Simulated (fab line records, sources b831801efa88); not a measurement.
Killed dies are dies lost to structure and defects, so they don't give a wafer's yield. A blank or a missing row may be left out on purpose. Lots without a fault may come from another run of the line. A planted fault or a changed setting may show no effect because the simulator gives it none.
fab line records | flow gf180mcu
record lots=14 wafers=42 last_day=34
route steps=602 shown M2@377 V2@394
lots that met no fault: from a run of the same line without faults
start_h: hours from the record's first day to the start of the lot's first wafer shown | wait_h: hours since the lot's step before | " the same as in the row above | L1.1+2: a row that stands for several wafers | - no value, or no start given | * or withheld: withheld | < > ~ a bound
route shown NAME@n: a module of which the file shows steps, and the number in the route of the first | usual: mean/standard deviation of fault-free wafers | same: alike in all rows | chamber/n: place in a boat | sites: the reading at each site | _std_site: their standard deviation | _edge_site: outer sites' mean less inner sites' | radius_mm: how far each site lies from the wafer's centre | mask NAME#n: copy n | behind: the tool/chamber that last shaped the wafer | hold: why the lot was held/for how many hours/how that ended | device: the transistor (n, p or np) that didn't switch | end of line: the same wafers' tests at the end of the route | a step without rows: its recipe alone | killed: dies lost to structure and defects at the first sort, not the wafer's yield | map: a wafer's dies, x killed, . not, _ none there
set.NAME: the setting as run; set.NAME@STEP: as run at that earlier step | model.NAME: the simulator's own value behind a step, which no gauge read
steps of the route over a sample of lots; a table a step, a row a wafer
services: from which hour (start_h, from the record's first day; less than 0 if before it) a tool's chamber was out of use, for how many hours, and why
## steps
# step GF_M2_OVL_MEAS_15
# usual M2_OVL=-2/4.8
# columns lot.wafer tool chamber start_h wait_h M2_OVL[nm]
L750.1 overlay-01 - 443.08 0.1 5
L750.5 " - " " -2
L750.6 " - " " 4
L751.2 overlay-01 - 449.26 0.1 2
L751.4 " - " " -4
L751.5 " - " " -6
L752.3 overlay-01 - 462.67 0.1 -7
L752.4 " - " " -5
L752.5 " - " " -15
L753.1 overlay-02 - 464.95 0.1 1
L753.2 " - " " 1
L753.6 " - " " 0
L755.4 overlay-01 - 486.17 0.1 -9
L755.5 " - " " -9
L755.6 " - " " -8
L754.1 overlay-02 - 489.68 0.1 -8
L754.2 " - " " -6
L754.3 " - " " 4
L763.1 overlay-02 - 561.08 0.1 -2
L763.4 " - " " 3
L763.5 " - " " -2
L764.1 overlay-02 - 569.69 0.1 -1
L764.3 " - " " -10
L764.4 " - " " 2
L765.2 overlay-02 - 577.69 0.1 -1
L765.4 " - " " -2
L765.5 " - " " -2
L766.2 overlay-01 - 578.81 0.1 -4
L766.5 " - " " 2
L766.6 " - " " -3
L767.2 overlay-02 - 589.41 0.1 7
L767.4 " - " " 1
L767.6 " - " " -1
L768.1 overlay-02 - 596.33 0.1 0
L768.3 " - " " 3
L768.6 " - " " -2
L769.4 overlay-02 - 602.25 0.1 -2
L769.5 " - " " -4
L769.6 " - " " -4
L771.2 overlay-01 - 614.03 0.1 0
L771.3 " - " " 2
L771.4 " - " " -1
# step GF_M2_STRIP_17
# recipe chemistry=O2/N2 power_w=1400 pressure_mtorr=1500 platen_temp_c=250 o2_flow_sccm=3000 n2_flow_sccm=300 overash_fraction=0.5
# usual drypump_motor_current_A=5.7/0.48 heater_power_w=329/23 oes_product_au=0.557/0.0051 strip_time_to_endpoint_s=7.87/0.05
# columns lot.wafer tool chamber start_h wait_h drypump_motor_current_A heater_power_w oes_product_au rf_hours_counter_h strip_time_to_endpoint_s
L750.1 plasma_asher-02 0 443.34 0.2 6.3 310 0.555 2 7.87
L750.5 " 0 " " 6.3 302 0.555 - 7.89
L750.6 " 1 " " 6.3 294 0.549 - 7.89
L751.2 plasma_asher-02 0 449.51 0.1 6.3 307 0.555 2 7.85
L751.4 " 0 " " 6.3 312 0.561 - 7.88
L751.5 " 1 " " 6.2 296 0.561 - 7.89
L752.3 plasma_asher-02 1 462.95 0.1 6.2 289 0.557 - 7.91
L752.4 " 0 " " 6.3 309 0.569 - 7.97
L752.5 " 0 " " 6.2 311 0.560 - 7.92
L753.1 plasma_asher-01 0 465.10 0.1 4.9 323 0.549 69 7.89
L753.2 " 1 " " 5.7 354 0.559 69 7.84
L753.6 " 0 " " 5.0 323 0.560 - 7.88
L755.4 plasma_asher-01 1 486.34 0.1 5.7 350 0.558 - 7.85
L755.5 " 1 " " 5.7 343 0.556 - 7.85
L755.6 " 0 " " 4.9 325 0.555 - 7.87
L754.1 plasma_asher-01 1 489.83 0.1 5.7 352 0.557 72 7.82
L754.2 " 0 " " 5.0 319 0.558 72 7.82
L754.3 " 1 " " 5.7 351 0.552 - 7.80
L763.1 plasma_asher-04 0 561.25 0.1 5.2 323 0.546 93 7.81
L763.4 " 0 " " 5.2 331 0.555 - 7.80
L763.5 " 0 " " 5.2 317 0.561 - 7.87
L764.1 plasma_asher-04 1 569.95 0.2 5.7 370 0.553 94 7.79
L764.3 " 1 " " 5.7 362 0.553 - 7.86
L764.4 " 0 " " 5.2 331 0.548 - 7.77
L765.2 plasma_asher-01 1 577.83 0.1 5.7 348 0.552 81 7.83
L765.4 " 1 " " 5.7 343 0.563 - 7.83
L765.5 " 1 " " 5.7 350 0.555 - 7.80
L766.2 plasma_asher-04 0 578.95 0.1 5.2 325 0.564 95 7.90
L766.5 " 1 " " 5.7 358 0.551 - 7.87
L766.6 " 0 " " 5.2 321 0.562 - 7.89
L767.2 plasma_asher-02 0 589.55 0.1 6.3 312 0.553 15 7.89
L767.4 " 1 " " 6.2 293 0.559 - 7.90
L767.6 " 1 " " 6.2 292 0.552 - 7.91
L768.1 plasma_asher-04 0 596.48 0.1 5.2 331 0.556 97 7.84
L768.3 " 1 " " 5.8 364 0.569 - 7.83
L768.6 " 0 " " 5.2 327 0.557 - 7.84
L769.4 plasma_asher-01 0 602.41 0.1 5.0 321 0.556 - 7.86
L769.5 " 0 " " 5.0 320 0.558 - 7.88
L769.6 " 1 " " 5.7 351 0.547 - 7.77
L771.2 plasma_asher-04 0 614.29 0.1 5.2 336 0.553 99 7.92
L771.3 " 1 " " 5.7 355 0.570 - 7.96
L771.4 " 0 " " 5.2 316 0.557 - 7.94
# step GF_V2_PEB_12
# recipe peb_temp_c=135 peb_time_s=90 resist=KrF
# usual chill_plate_temp_C=22.96/0.1 exhaust_pa=44.9/0.96 plate_temp_C=134.99/0.17
# columns lot.wafer tool chamber start_h wait_h chill_plate_temp_C exhaust_pa plate_temp_C
L750.1 litho_track-04 0 468.36 - 22.96 41.7 134.90
L750.5 " 0 " " 22.96 43.8 134.99
L750.6 " 0 " " 22.95 43.9 134.98
L751.2 litho_track-03 0 474.64 - 22.96 43.5 135.19
L751.4 " 0 " " 22.91 45.7 135.08
L751.5 " 0 " " 22.99 44.7 135.15
L752.3 litho_track-03 0 487.92 - 23.00 42.8 135.07
L752.4 " 0 " " 22.73 45.5 134.95
L752.5 " 0 " " 22.78 43.7 135.01
L753.1 litho_track-04 0 489.91 - 23.00 44.8 135.29
L753.2 " 0 " " 22.95 45.3 135.17
L753.6 " 0 " " 23.10 46.7 134.94
L755.4 litho_track-03 - 510.55 - - - -
L755.5 " - " " - - -
L755.6 " - " " - - -
L754.1 litho_track-04 - 514.31 - - - -
L754.2 " - " " - - -
L754.3 " - " " - - -
L763.1 litho_track-03 0 584.05 - 22.87 45.5 135.06
L763.4 " 0 " " 22.95 44.9 134.84
L763.5 " 0 " " 22.78 44.9 134.91
L764.1 litho_track-01 0 592.83 - 22.88 44.0 134.79
L764.3 " 0 " " 22.97 44.8 134.80
L764.4 " 0 " " 23.15 45.0 134.79
L765.2 litho_track-03 0 600.44 - 23.02 45.7 134.85
L765.4 " 0 " " 22.99 45.9 135.13
L765.5 " 0 " " 23.08 45.1 134.95
L766.2 litho_track-03 0 601.74 - 22.81 45.6 135.06
L766.5 " 0 " " 22.84 44.2 134.96
L766.6 " 0 " " 22.80 44.3 134.75
L767.2 litho_track-04 0 611.04 - 22.82 44.0 134.97
L767.4 " 0 " " 22.98 45.9 135.40
L767.6 " 0 " " 22.99 45.0 134.86
L768.1 litho_track-03 0 618.80 - 22.89 45.4 134.96
L768.3 " 0 " " 22.84 44.4 134.73
L768.6 " 0 " " 22.95 45.0 134.87
L769.4 litho_track-03 0 624.10 - 23.15 45.4 134.63
L769.5 " 0 " " 22.87 45.2 134.92
L769.6 " 0 " " 23.06 43.7 134.86
L771.2 litho_track-03 0 635.63 - 23.03 45.6 134.79
L771.3 " 0 " " 23.00 44.6 135.18
L771.4 " 0 " " 23.00 44.8 134.96
# step GF_V2_ETCH_16
# recipe chemistry=N2/H2 target_depth_a=withheld overetch_a=withheld time_s=withheld target=BARC ion_energy_ev=200 source_w=500 bias_w=100 pressure_mtorr=30 n2_flow_sccm=100 h2_flow_sccm=200
# usual drypump_motor_current_A=5.74/0.3 oes_product_au=0.855/0.0047 throttle_valve_pct=13.225/0.0098
# columns lot.wafer tool chamber start_h wait_h drypump_motor_current_A oes_product_au throttle_valve_pct
L750.1 rie_diel-01 2 468.87 0.0 5.66 0.856 13.230
L750.5 " 1 " " 5.92 0.848 13.232
L750.6 " 2 " " 5.66 0.856 13.230
L751.2 rie_diel-03 2 475.11 0.0 5.48 0.853 13.236
L751.4 " 3 " " 6.04 0.862 13.214
L751.5 " 3 " " 6.04 0.851 13.227
L752.3 rie_diel-03 2 488.36 0.0 5.49 0.856 13.225
L752.4 " 0 " " 5.95 0.851 13.222
L752.5 " 2 " " 5.49 0.852 13.210
L753.1 rie_diel-02 1 490.42 0.0 5.78 0.854 13.223
L753.2 " 0 " " 5.53 0.852 13.218
L753.6 " 3 " " 5.43 0.852 13.232
L755.4 rie_diel-02 3 510.96 0.0 5.42 0.849 13.240
L755.5 " 3 " " 5.44 0.864 13.215
L755.6 " 0 " " 5.53 0.854 13.235
L754.1 rie_diel-03 3 514.82 0.0 6.03 0.853 13.234
L754.2 " 1 " " 5.78 0.849 13.223
L754.3 " 0 " " 5.96 0.849 13.226
L763.1 rie_diel-02 0 584.56 0.0 5.52 0.853 13.231
L763.4 " 1 " " 5.78 0.853 13.214
L763.5 " 3 " " 5.43 0.856 13.224
L764.1 rie_diel-01 0 593.34 0.0 6.48 0.850 13.206
L764.3 " 2 " " 5.65 0.851 13.221
L764.4 " 3 " " 5.52 0.855 13.217
L765.2 rie_diel-01 0 600.93 0.0 6.46 0.854 13.227
L765.4 " 3 " " 5.51 0.855 13.223
L765.5 " 3 " " 5.54 0.855 13.229
L766.2 rie_diel-02 1 602.21 0.0 5.83 0.864 13.225
L766.5 " 0 " " 5.55 0.860 13.225
L766.6 " 1 " " 5.81 0.857 13.238
L767.2 rie_diel-02 1 611.52 0.0 5.82 0.856 13.225
L767.4 " 3 " " 5.44 0.853 13.234
L767.6 " 1 " " 5.79 0.856 13.234
L768.1 rie_diel-03 2 619.31 0.0 5.50 0.855 13.239
L768.3 " 0 " " 5.95 0.853 13.211
L768.6 " 2 " " 5.51 0.857 13.226
L769.4 rie_diel-03 2 624.53 0.0 5.49 0.855 13.219
L769.5 " 1 " " 5.76 0.862 13.208
L769.6 " 0 " " 5.95 0.857 13.204
L771.2 rie_diel-02 2 636.11 0.0 5.46 0.859 13.234
L771.3 " 1 " " 5.80 0.858 13.222
L771.4 " 0 " " 5.52 0.854 13.193
## services
# columns tool chamber start_h hours kind
plasma_asher-02 - 421.25 9.0 pm
plasma_asher-02 0 421.25 9.0 vent_cycle
plasma_asher-02 1 421.25 9.0 vent_cycle
plasma_asher-01 - 421.63 2.0 repair
rie_diel-01 3 423.86 2.5 repair
plasma_asher-01 - 424.77 0.7 repair
rie_diel-03 1 438.63 - clean
rie_diel-03 1 438.63 27.5 scheduled_down
rie_diel-03 1 438.63 27.5 vent_cycle
rie_diel-03 0 443.75 13.0 repair
rie_diel-03 2 444.16 1.5 repair
rie_diel-02 - 478.33 2.8 pm
rie_diel-02 2 493.54 9.2 repair
rie_diel-02 - 501.83 0.9 repair
plasma_asher-02 - 533.10 1.8 repair
rie_diel-02 1 541.44 3.1 repair
plasma_asher-01 - 555.87 5.8 repair
plasma_asher-02 - 558.75 27.8 pm
rie_diel-02 2 579.92 3.2 repair
rie_diel-03 3 608.87 - clean
rie_diel-03 3 608.87 22.7 scheduled_down
rie_diel-03 3 608.87 22.7 vent_cycle
plasma_asher-02 - 616.36 1.6 repair
plasma_asher-02 - 616.73 1.6 repair
## key
first_sign step=GF_V2_PEB_12 reading=tool_record direction=missing
effect none on later readings
met_at GF_V2_PEB_12
struck_lots L754,L755
later_rows_left_out L754.1,L754.2,L754.3,L755.4,L755.5,L755.6
sort_left_out L754.1,L754.2,L754.3,L755.4,L755.5,L755.6
not_acting_at GF_M2_OVL_MEAS_15,GF_M2_STRIP_17,GF_V2_ETCH_16
onset_between 489.91 510.55
fault kind=skipped_step_whole tool=litho_track-03,litho_track-04 chamber=- onset_h=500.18 steps=GF_V2_PEB_12 scope=struck_lots_only
# sort_left_out: the simulated sort isn't trusted on such a fault, so these wafers' sort isn't shown, and their yield isn't known
# later_rows_left_out: the simulator's readings of these wafers behind a module that went badly wrong aren't trusted and aren't shown, but for the sort
